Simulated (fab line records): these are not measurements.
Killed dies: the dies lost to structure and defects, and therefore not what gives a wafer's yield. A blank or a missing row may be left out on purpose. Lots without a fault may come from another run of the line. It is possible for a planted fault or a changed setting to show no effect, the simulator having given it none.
Code-filled problem report in 8D (eight disciplines) form | flow sky130 | the parts of the form that need people (team, actions taken, sign-off) are left out

== 1. WHAT IS WRONG ==
Wafers without a fault read 15, standard deviation 4.1; killedAtFrontEnd at SKY_PAD_OPEN_PROBE_99 reads a mean of 46 on 9 wafers belonging to 3 lots. That is +7.6 standard deviations from the usual mean.
First observed at day 47 22:03: wafer L791.3, on prober-01. The record holds 9 wafers of 3 lots with a number at this step. By rule, "out" or "out of limits" means more than 4 standard deviations away from the usual mean. All remaining wafers that have a number are taken as sound.

== 2. WHAT IT IS, WHAT IT ISN'T ==
question                    | is                     | is not
which readings at this step | killedAtFrontEnd       | killedAtOther
which lots                  | L791, L792, L795       | -
which wafers of those lots  | all that have a number | -
read on which tools         | prober-01, prober-02   | -
when                        | from day 47 22:03      | up to then (0 sound wafers)

== 3. WHAT RULES OUT EACH SUSPECT ==
Counting: any tool at a process step up to the reading is kept as a suspect provided that every lot that is out went through it and no sound lot did after the first of them.
- plasmaAsher-02 at SKY_POLY_CUT_STRIP_12 (strips in O2/N2): kept. It ran every lot that is out, first L791 (day 27 11:51), and no sound lot after that.
Left after counting: plasmaAsher-02 at SKY_POLY_CUT_STRIP_12.

== 4. THE CAUSE (what the simulator had put in) ==
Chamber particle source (plasmaAsher-02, SKY_POLY_CUT_STRIP_12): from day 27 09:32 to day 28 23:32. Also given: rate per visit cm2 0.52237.
This tool alone remained once counting was done.

== 5. SEQUENCE OF EFFECTS, ordered by route ==
Each row: a reading whose mean over the struck wafers that have a number lies more than 3 standard deviations from the usual. Scope: only readings with a usual standard deviation given in the record; hours: median across lots of the time from each lot's start at the first step in this table that gives one to its start at this step; sigmas: change in usual standard deviations.
hours | step                  | reading          | usual | on struck wafers | change | sigmas
0     | SKY_PAD_OPEN_PROBE_99 | killedAtFrontEnd | 15    | 46               | +31    | +7.6
Here are the process steps it includes:
- SKY_PAD_OPEN_PROBE_99

== 6. HOW IT WOULD HAVE BEEN CAUGHT EARLIER ==
493 hours passed between the start of the fault at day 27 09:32 and the first reading out of limits in this record, taken at day 47 22:03.
Tool readings at SKY_POLY_CUT_STRIP_12 with a usual standard deviation given in the record: none out on any struck wafer, hence no alarm at a limit of 4 standard deviations on them.
By day 47 22:03, every lot that is out (3) had started SKY_POLY_CUT_STRIP_12 on plasmaAsher-02. Had the tool been put on hold then, not one of them would have been saved.
